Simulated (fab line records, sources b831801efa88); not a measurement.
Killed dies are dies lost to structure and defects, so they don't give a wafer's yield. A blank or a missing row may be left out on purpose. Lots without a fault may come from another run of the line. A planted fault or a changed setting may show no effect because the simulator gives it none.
Which tool did it? | flow sky130 | 14 lots, 42 wafers sampled, at 5 steps of a route of 708

WHAT THE GAUGES READ, wafer by wafer
SKY_RES_XHIGH_TW_MEAS_09. Usual: RES_XHIGH_TW 1645, standard deviation 11.
lot  | measured     | on            | RES_XHIGH_TW      | flag
L813 | day 26 20:02 | film_metro-04 | 1647 1633 1641    |
L814 | day 27 08:23 | film_metro-03 | 1648 1650 1655    |
L815 | day 28 01:47 | film_metro-01 | 1638 1639 1641    |
L817 | day 28 14:23 | film_metro-04 | 1640 1637 1639    |
L820 | day 29 16:59 | film_metro-03 | 1647 1642 1643    |
L821 | day 29 20:49 | film_metro-01 | 1649 1642 1647    |
L822 | day 30 09:11 | film_metro-03 | 1662 1658 1659    |
L824 | day 30 19:58 | film_metro-04 | 1646 1648 1643    |
L823 | day 30 20:48 | film_metro-03 | 1665 1659 1658    |
L830 | day 32 18:41 | film_metro-04 | 30 30 30 30 30 30 | OFF
L831 | day 33 05:17 | film_metro-03 | 30 30 30 30 30 30 | OFF
L833 | day 33 17:44 | film_metro-01 | 1648 1657 1651    |
L834 | day 34 00:59 | film_metro-04 | 1645 1647 1643    |
L835 | day 34 05:52 | film_metro-03 | 1654 1648 1657    |

SKY_LI_CONTACT_THK_MEAS_01. Usual: LI_CONTACT_HDPCVD_THK 930 nm, standard deviation 11.
lot  | measured     | on            | LI_CONTACT_HDPCVD_THK (nm) | flag
L813 | day 28 02:09 | film_metro-03 | 906 920 924                |
L814 | day 28 13:50 | film_metro-03 | 922 922 918                |
L815 | day 29 07:09 | film_metro-03 | 923 929 937                |
L817 | day 29 20:09 | film_metro-04 | 927 929 930                |
L820 | day 30 22:27 | film_metro-04 | 925 932 919                |
L821 | day 31 02:04 | film_metro-03 | 917 911 931                |
L822 | day 31 13:40 | film_metro-01 | 939 934 918                |
L824 | day 32 00:41 | film_metro-01 | 935 918 920                |
L823 | day 32 01:01 | film_metro-01 | 950 942 948                |
L833 | day 34 20:25 | film_metro-04 | 935 933 928                |
L834 | day 35 04:30 | film_metro-03 | 927 943 932                |
L835 | day 35 09:01 | film_metro-03 | 945 951 945                |

SKY_LOCAL_INTERCONNECT_THK_MEAS_02: measures by xrf. Usual: LOCAL_INTERCONNECT_TIN_THK 99.6 nm, standard deviation 1.1.
lot  | measured     | on            | LOCAL_INTERCONNECT_TIN_THK (nm) | flag
L813 | day 29 08:53 | film_metro-03 | 99.7 100.0 100.2                |
L814 | day 29 20:30 | film_metro-03 | 98.2 99.3 98.0                  |
L815 | day 30 13:08 | film_metro-04 | 97.9 97.2 97.2                  |
L817 | day 31 02:28 | film_metro-04 | 100.4 100.3 100.7               |
L820 | day 32 03:32 | film_metro-03 | 99.4 100.2 98.3                 |
L821 | day 32 07:27 | film_metro-02 | 100.8 99.6 99.8                 |
L822 | day 32 18:28 | film_metro-03 | 99.7 99.6 99.7                  |
L824 | day 33 05:32 | film_metro-02 | 100.1 98.7 100.0                |
L823 | day 33 06:26 | film_metro-03 | 97.9 98.7 97.9                  |
L833 | day 36 00:18 | film_metro-03 | 99.1 99.9 98.5                  |
L834 | day 36 08:10 | film_metro-02 | 98.8 98.7 99.5                  |
L835 | day 36 13:20 | film_metro-02 | 101.5 100.6 101.5               |

WHICH TOOL RAN EACH LOT (tool, then ch and the chambers of the sampled wafers, then the start)
lot  | SKY_RES_XHIGH_DEVELOP_06          | SKY_LI_CONTACT_CMP_24
L813 | litho_track-01 ch 0, day 26 19:38 | cmp-02 ch 0,1,3, day 29 08:30
L814 | litho_track-03 ch 0, day 27 08:01 | cmp-02 ch 0,1,2, day 29 20:08
L815 | litho_track-02 ch 0, day 28 01:25 | cmp-01 ch 0,2, day 30 12:39
L817 | litho_track-01 ch 0, day 28 13:59 | cmp-02 ch 0,2, day 31 02:01
L820 | litho_track-02 ch 0, day 29 16:35 | cmp-02 ch 0,2, day 32 03:03
L821 | litho_track-02 ch 0, day 29 20:28 | cmp-01 ch 0,3, day 32 06:59
L822 | litho_track-01 ch 0, day 30 08:47 | cmp-01 ch 0,1,3, day 32 18:07
L824 | litho_track-01 ch 0, day 30 19:34 | cmp-01 ch 1,2, day 33 05:06
L823 | litho_track-02 ch 0, day 30 20:26 | cmp-01 ch 1,3, day 33 05:55
L830 | litho_track-01, day 32 18:17      | -
L831 | litho_track-01, day 33 04:53      | -
L833 | litho_track-03 ch 0, day 33 17:22 | cmp-02 ch 1,2, day 35 23:48
L834 | litho_track-02 ch 0, day 34 00:37 | cmp-02 ch 0,2,3, day 36 07:40
L835 | litho_track-01 ch 0, day 34 05:28 | cmp-02 ch 1,2,3, day 36 12:54
- SKY_RES_XHIGH_DEVELOP_06: develop time 60 s.
- SKY_LI_CONTACT_CMP_24: polishes, stops on PSG, t overpolish 20 s, target thk 0 nm.

WHAT THE TOOLS THEMSELVES READ (means of the sampled wafers that have a number; where no wafer has one, the mark that the record gives instead)
SKY_RES_XHIGH_DEVELOP_06. Usual: chill_plate_temp_C 22.97 C, standard deviation 0.11.
lot  | tool           | chill_plate_temp_C (C) | flag
L813 | litho_track-01 | 23.06                  |
L814 | litho_track-03 | 23.01                  |
L815 | litho_track-02 | 22.74                  |
L817 | litho_track-01 | 22.90                  |
L820 | litho_track-02 | 22.89                  |
L821 | litho_track-02 | 23.09                  |
L822 | litho_track-01 | 23.02                  |
L824 | litho_track-01 | 22.99                  |
L823 | litho_track-02 | 23.02                  |
L830 | litho_track-01 | -                      | OFF
L831 | litho_track-01 | -                      | OFF
L833 | litho_track-03 | 23.02                  |
L834 | litho_track-02 | 22.87                  |
L835 | litho_track-01 | 22.89                  |

SKY_LI_CONTACT_CMP_24. Usual: motor_current_A 12.0 A, standard deviation 1.3; overpolish_run_s 20.000 s, standard deviation 0.0094; slurry_filter_dp_kPa 13.53 kPa, standard deviation 0.13; time_to_endpoint_s 99 s, standard deviation 4.
lot  | tool   | motor_current_A (A) | overpolish_run_s (s) | slurry_filter_dp_kPa (kPa) | time_to_endpoint_s (s) | flag
L813 | cmp-02 | 11.9                | 19.998               | 13.64                      | 104                    |
L814 | cmp-02 | 11.6                | 19.997               | 13.44                      | 102                    |
L815 | cmp-01 | 11.8                | 20.004               | 13.64                      | 100                    |
L817 | cmp-02 | 11.7                | 19.999               | 13.36                      | 104                    |
L820 | cmp-02 | 11.4                | 19.994               | 13.45                      | 102                    |
L821 | cmp-01 | 11.9                | 19.998               | 13.51                      | 101                    |
L822 | cmp-01 | 12.3                | 19.995               | 13.59                      | 97                     |
L824 | cmp-01 | 13.1                | 20.000               | 13.55                      | 96                     |
L823 | cmp-01 | 12.5                | 19.995               | 13.56                      | 96                     |
L833 | cmp-02 | 11.5                | 20.001               | 13.55                      | 96                     |
L834 | cmp-02 | 12.5                | 20.004               | 13.55                      | 102                    |
L835 | cmp-02 | 11.7                | 20.003               | 13.51                      | 101                    |

THE ANSWER, worked out from the rows above alone
Rule: a lot is off if the mean of its wafers that have a number lies more than 3 standard deviations from the usual mean. A lot without any number at a reading at which 4 lots or more have one is off too. The other lots that the step has rows for count as sound. The gauges are gone through in route order, then the tools' own readings, and for those a lot's mean is taken as printed above. The first step at which some lot is off is used, and at that step the reading that is off furthest; a lot without a number counts as furthest.
Off: L830, L831, at SKY_RES_XHIGH_TW_MEAS_09 (RES_XHIGH_TW).
A tool fits if, at a process step before that reading, it ran every lot that is off, and no sound lot after the first of them. The gauges at SKY_RES_XHIGH_TW_MEAS_09 aren't tried: what is off there is off at SKY_RES_XHIGH_DEVELOP_06 too, on other tools, and a gauge's error can't cause that. None of those tried fits.

WHAT THE SIMULATOR HAD PUT IN
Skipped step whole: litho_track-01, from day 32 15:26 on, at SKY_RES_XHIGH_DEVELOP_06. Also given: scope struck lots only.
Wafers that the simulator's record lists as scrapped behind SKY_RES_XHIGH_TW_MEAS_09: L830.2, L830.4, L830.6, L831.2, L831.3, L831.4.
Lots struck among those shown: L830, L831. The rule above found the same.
